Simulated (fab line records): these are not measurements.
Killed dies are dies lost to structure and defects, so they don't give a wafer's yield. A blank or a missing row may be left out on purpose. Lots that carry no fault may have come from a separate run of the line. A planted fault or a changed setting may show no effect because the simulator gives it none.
The tool behind it: which one? || flow gf180mcu || 14 lots, 42 wafers sampled, at 5 steps of a route of 602

== WHAT THE GAUGES SHOWED, per wafer ==
GF_VT_IMPLANT_RS_MEAS_48: a four-point-probe measurement.
{"lot": "L397", "measured": "day 8 08:17", "on": "filmMetro-01", "LVPWELL_RS (ohm/sq)": "1191 1187 1189"}
{"lot": "L399", "measured": "day 8 20:46", "on": "filmMetro-02", "LVPWELL_RS (ohm/sq)": "1201 1196 1197"}
{"lot": "L400", "measured": "day 8 21:20", "on": "filmMetro-02", "LVPWELL_RS (ohm/sq)": "1195 1193 1196"}
{"lot": "L401", "measured": "day 8 23:11", "on": "filmMetro-03", "LVPWELL_RS (ohm/sq)": "1194 1189 1188"}
{"lot": "L403", "measured": "day 9 10:46", "on": "filmMetro-01", "LVPWELL_RS (ohm/sq)": "1195 1193 1196"}
{"lot": "L402", "measured": "day 9 11:16", "on": "filmMetro-01", "LVPWELL_RS (ohm/sq)": "1198 1198 1199"}
{"lot": "L405", "measured": "day 9 22:34", "on": "filmMetro-01", "LVPWELL_RS (ohm/sq)": "1195 1193 1199"}
{"lot": "L406", "measured": "day 10 02:14", "on": "filmMetro-02", "LVPWELL_RS (ohm/sq)": "1196 1196 1197"}
{"lot": "L407", "measured": "day 10 09:23", "on": "filmMetro-02", "LVPWELL_RS (ohm/sq)": "1194 1195 1194"}
{"lot": "L408", "measured": "day 10 15:27", "on": "filmMetro-02", "LVPWELL_RS (ohm/sq)": "1226 1227 1224"}
{"lot": "L409", "measured": "day 10 22:13", "on": "filmMetro-01", "LVPWELL_RS (ohm/sq)": "1198 1201 1200"}
{"lot": "L412", "measured": "day 11 16:59", "on": "filmMetro-02", "LVPWELL_RS (ohm/sq)": "1231 1230 1232"}
{"lot": "L419", "measured": "day 13 11:42", "on": "filmMetro-02", "LVPWELL_RS (ohm/sq)": "1201 1198 1197"}
{"lot": "L420", "measured": "day 13 17:41", "on": "filmMetro-01", "LVPWELL_RS (ohm/sq)": "1197 1194 1192"}

GF_SALICIDE_RS_MEAS_04: a four-point-probe measurement.
{"lot": "L397", "measured": "day 15 21:54", "on": "filmMetro-03", "SALICIDE_TIN_RS (ohm/sq)": "16.20 16.24 16.47"}
{"lot": "L399", "measured": "day 16 14:25", "on": "filmMetro-04", "SALICIDE_TIN_RS (ohm/sq)": "16.08 16.48 16.17"}
{"lot": "L400", "measured": "day 16 15:05", "on": "filmMetro-03", "SALICIDE_TIN_RS (ohm/sq)": "16.21 16.05 16.46"}
{"lot": "L401", "measured": "day 16 17:47", "on": "filmMetro-02", "SALICIDE_TIN_RS (ohm/sq)": "16.48 16.24 16.58"}
{"lot": "L403", "measured": "day 17 06:48", "on": "filmMetro-04", "SALICIDE_TIN_RS (ohm/sq)": "16.75 16.65 16.55"}
{"lot": "L402", "measured": "day 17 09:59", "on": "filmMetro-02", "SALICIDE_TIN_RS (ohm/sq)": "16.07 16.47 16.09"}
{"lot": "L405", "measured": "day 18 01:12", "on": "filmMetro-03", "SALICIDE_TIN_RS (ohm/sq)": "16.32 16.64 16.47"}
{"lot": "L406", "measured": "day 18 09:32", "on": "filmMetro-03", "SALICIDE_TIN_RS (ohm/sq)": "16.05 16.00 15.83"}
{"lot": "L407", "measured": "day 18 19:02", "on": "filmMetro-04", "SALICIDE_TIN_RS (ohm/sq)": "16.73 16.64 16.09"}
{"lot": "L408", "measured": "day 19 01:57", "on": "filmMetro-02", "SALICIDE_TIN_RS (ohm/sq)": "16.58 16.25 16.63"}
{"lot": "L409", "measured": "day 19 10:02", "on": "filmMetro-03", "SALICIDE_TIN_RS (ohm/sq)": "16.35 16.43 16.18"}
{"lot": "L412", "measured": "day 20 09:27", "on": "filmMetro-03", "SALICIDE_TIN_RS (ohm/sq)": "16.73 16.63 16.69"}
{"lot": "L419", "measured": "day 22 17:12", "on": "filmMetro-02", "SALICIDE_TIN_RS (ohm/sq)": "16.13 16.00 15.93"}
{"lot": "L420", "measured": "day 22 23:28", "on": "filmMetro-02", "SALICIDE_TIN_RS (ohm/sq)": "15.95 16.00 16.03"}

GF_CONTACT_CD_MEAS_14 targets a cd of 220 nm.
{"lot": "L397", "measured": "day 16 20:35", "on": "cdSem-02", "cdNm (nm)": "219.4 221.4 221.0"}
{"lot": "L399", "measured": "day 17 14:14", "on": "cdSem-02", "cdNm (nm)": "219.1 219.7 220.5"}
{"lot": "L400", "measured": "day 17 14:59", "on": "cdSem-01", "cdNm (nm)": "222.0 218.8 220.1"}
{"lot": "L401", "measured": "day 17 18:08", "on": "cdSem-02", "cdNm (nm)": "218.8 220.6 219.4"}
{"lot": "L403", "measured": "day 18 06:47", "on": "cdSem-01", "cdNm (nm)": "218.4 218.9 217.9"}
{"lot": "L402", "measured": "day 18 10:54", "on": "cdSem-01", "cdNm (nm)": "218.8 219.2 218.9"}
{"lot": "L405", "measured": "day 19 02:56", "on": "cdSem-01", "cdNm (nm)": "219.0 218.9 219.4"}
{"lot": "L406", "measured": "day 19 10:53", "on": "cdSem-01", "cdNm (nm)": "223.4 222.2 222.7"}
{"lot": "L407", "measured": "day 19 20:29", "on": "cdSem-01", "cdNm (nm)": "218.7 217.9 217.0"}
{"lot": "L408", "measured": "day 20 03:10", "on": "cdSem-01", "cdNm (nm)": "223.8 221.8 223.5"}
{"lot": "L409", "measured": "day 20 12:05", "on": "cdSem-01", "cdNm (nm)": "221.9 221.7 221.8"}
{"lot": "L412", "measured": "day 21 11:02", "on": "cdSem-02", "cdNm (nm)": "219.6 217.9 217.7"}
{"lot": "L419", "measured": "day 23 17:33", "on": "cdSem-02", "cdNm (nm)": "221.1 219.9 219.7"}
{"lot": "L420", "measured": "day 23 23:17", "on": "cdSem-01", "cdNm (nm)": "219.3 220.9 220.0"}

== WHAT TOOL EACH LOT RAN ON (gives the tool, then ch and the chambers of the sampled wafers, and finally the start) ==
{"lot": "L397", "GF_STI_CMP_25": "cmp-01 ch 1,3, day 2 17:11", "GF_LVPWELL_IMPLANT_08": "implanter-02 ch 0, day 4 13:53"}
{"lot": "L399", "GF_STI_CMP_25": "cmp-01 ch 1,3, day 3 02:52", "GF_LVPWELL_IMPLANT_08": "implanter-02 ch 0, day 4 23:44"}
{"lot": "L400", "GF_STI_CMP_25": "cmp-01 ch 0,2,3, day 3 03:10", "GF_LVPWELL_IMPLANT_08": "implanter-04 ch 0, day 5 00:17"}
{"lot": "L401", "GF_STI_CMP_25": "cmp-01 ch 1,3, day 3 03:28", "GF_LVPWELL_IMPLANT_08": "implanter-02 ch 0, day 5 01:17"}
{"lot": "L403", "GF_STI_CMP_25": "cmp-01 ch 1,2,3, day 3 13:52", "GF_LVPWELL_IMPLANT_08": "implanter-03 ch 0, day 5 13:29"}
{"lot": "L402", "GF_STI_CMP_25": "cmp-02 ch 0,1,3, day 3 13:55", "GF_LVPWELL_IMPLANT_08": "implanter-02 ch 0, day 5 13:34"}
{"lot": "L405", "GF_STI_CMP_25": "cmp-02 ch 0,1, day 3 23:58", "GF_LVPWELL_IMPLANT_08": "implanter-02 ch 0, day 5 22:26"}
{"lot": "L406", "GF_STI_CMP_25": "cmp-01 ch 1,2, day 4 05:08", "GF_LVPWELL_IMPLANT_08": "implanter-02 ch 0, day 6 01:38"}
{"lot": "L407", "GF_STI_CMP_25": "cmp-02 ch 0,2,3, day 4 10:00", "GF_LVPWELL_IMPLANT_08": "implanter-04 ch 0, day 6 07:17"}
{"lot": "L408", "GF_STI_CMP_25": "cmp-02 ch 0,3, day 4 14:00", "GF_LVPWELL_IMPLANT_08": "implanter-02 ch 0, day 6 12:46"}
{"lot": "L409", "GF_STI_CMP_25": "cmp-02 ch 0,1,2, day 4 20:53", "GF_LVPWELL_IMPLANT_08": "implanter-04 ch 0, day 6 17:59"}
{"lot": "L412", "GF_STI_CMP_25": "cmp-02 ch 2,3, day 5 08:44", "GF_LVPWELL_IMPLANT_08": "implanter-02 ch 0, day 7 08:44"}
{"lot": "L419", "GF_STI_CMP_25": "cmp-01 ch 1,2, day 6 20:26", "GF_LVPWELL_IMPLANT_08": "implanter-04 ch 0, day 8 21:36"}
{"lot": "L420", "GF_STI_CMP_25": "cmp-02 ch 0,3, day 7 01:39", "GF_LVPWELL_IMPLANT_08": "implanter-03 ch 0, day 9 02:54"}
- GF_STI_CMP_25: polishes, stops on Si3N4, t overpolish 33 s, target thk 524.6 nm.
- GF_LVPWELL_IMPLANT_08

== AS READ BY THE TOOLS THEMSELVES (means over the sampled wafers that have a number; for cases with no such wafer, the mark the record gives instead) ==
GF_STI_CMP_25.
{"lot": "L397", "tool": "cmp-01", "motorCurrentA (A)": 11.3, "overpolishRunS (s)": 32.992, "slurryFlowMlMin": 150.0, "timeToEndpointS (s)": 119}
{"lot": "L399", "tool": "cmp-01", "motorCurrentA (A)": 10.5, "overpolishRunS (s)": 32.994, "slurryFlowMlMin": 149.9, "timeToEndpointS (s)": 121}
{"lot": "L400", "tool": "cmp-01", "motorCurrentA (A)": 10.8, "overpolishRunS (s)": 32.992, "slurryFlowMlMin": 149.9, "timeToEndpointS (s)": 123}
{"lot": "L401", "tool": "cmp-01", "motorCurrentA (A)": 11.1, "overpolishRunS (s)": 33.002, "slurryFlowMlMin": 150.0, "timeToEndpointS (s)": 123}
{"lot": "L403", "tool": "cmp-01", "motorCurrentA (A)": 10.9, "overpolishRunS (s)": 32.992, "slurryFlowMlMin": 149.9, "timeToEndpointS (s)": 120}
{"lot": "L402", "tool": "cmp-02", "motorCurrentA (A)": 11.8, "overpolishRunS (s)": 33.004, "slurryFlowMlMin": 149.8, "timeToEndpointS (s)": 122}
{"lot": "L405", "tool": "cmp-02", "motorCurrentA (A)": 11.9, "overpolishRunS (s)": 32.998, "slurryFlowMlMin": 150.4, "timeToEndpointS (s)": 125}
{"lot": "L406", "tool": "cmp-01", "motorCurrentA (A)": 10.5, "overpolishRunS (s)": 32.992, "slurryFlowMlMin": 149.8, "timeToEndpointS (s)": 114}
{"lot": "L407", "tool": "cmp-02", "motorCurrentA (A)": 11.5, "overpolishRunS (s)": 32.991, "slurryFlowMlMin": 150.1, "timeToEndpointS (s)": 126}
{"lot": "L408", "tool": "cmp-02", "motorCurrentA (A)": 11.6, "overpolishRunS (s)": 33.000, "slurryFlowMlMin": 149.7, "timeToEndpointS (s)": 126}
{"lot": "L409", "tool": "cmp-02", "motorCurrentA (A)": 11.7, "overpolishRunS (s)": 32.990, "slurryFlowMlMin": 150.3, "timeToEndpointS (s)": 122}
{"lot": "L412", "tool": "cmp-02", "motorCurrentA (A)": 12.0, "overpolishRunS (s)": 33.002, "slurryFlowMlMin": 149.7, "timeToEndpointS (s)": 123}
{"lot": "L419", "tool": "cmp-01", "motorCurrentA (A)": 10.6, "overpolishRunS (s)": 32.999, "slurryFlowMlMin": 149.9, "timeToEndpointS (s)": 115}
{"lot": "L420", "tool": "cmp-02", "motorCurrentA (A)": 11.6, "overpolishRunS (s)": 32.999, "slurryFlowMlMin": 149.8, "timeToEndpointS (s)": 124}

== THE ANSWER, worked out from the rows above alone ==
Rule: usual is defined by the lots themselves. Put in order of their means at a reading, lots are off if they are a third of the lots or fewer, leave a main group of 4 or more, and stand apart from it by a gap of 3 or more times the standard deviation of the main group's means; of several such gaps the widest counts. A main group is skipped when, at the precision printed for the reading in the tables above, its means are all equal. Also off: a lot with no number at a reading for which 4 or more lots have one. The other lots that the step has rows for count as sound. Order of review: gauges by route order, followed by the tools' own readings, for which a lot's mean as printed above is used. At the first step where some lot is off, the reading lying furthest off is the one used; lots without a number count as furthest.
Off: L408, L412, seen at GF_VT_IMPLANT_RS_MEAS_48 (LVPWELL_RS). For the main group the mean is 1195 ohm/sq and the standard deviation 3.1.
A tool fits if, at a process step before that reading, it ran every lot that is off, and no sound lot after the first of them. Gauges at GF_VT_IMPLANT_RS_MEAS_48: tried the same way as those tools. One fits: GF_LVPWELL_IMPLANT_08 on implanter-02. A fault onset in the window from L406 (day 6 01:38, its last sound lot) to L408 (day 6 12:46, its first lot off) fits.

== WHAT THE SIMULATOR HAD PUT IN ==
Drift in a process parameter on implanter-02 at GF_LVPWELL_IMPLANT_08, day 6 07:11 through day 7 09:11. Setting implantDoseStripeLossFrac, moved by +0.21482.
Shown lots that were struck: L408, L412. The rule given above showed the same thing.
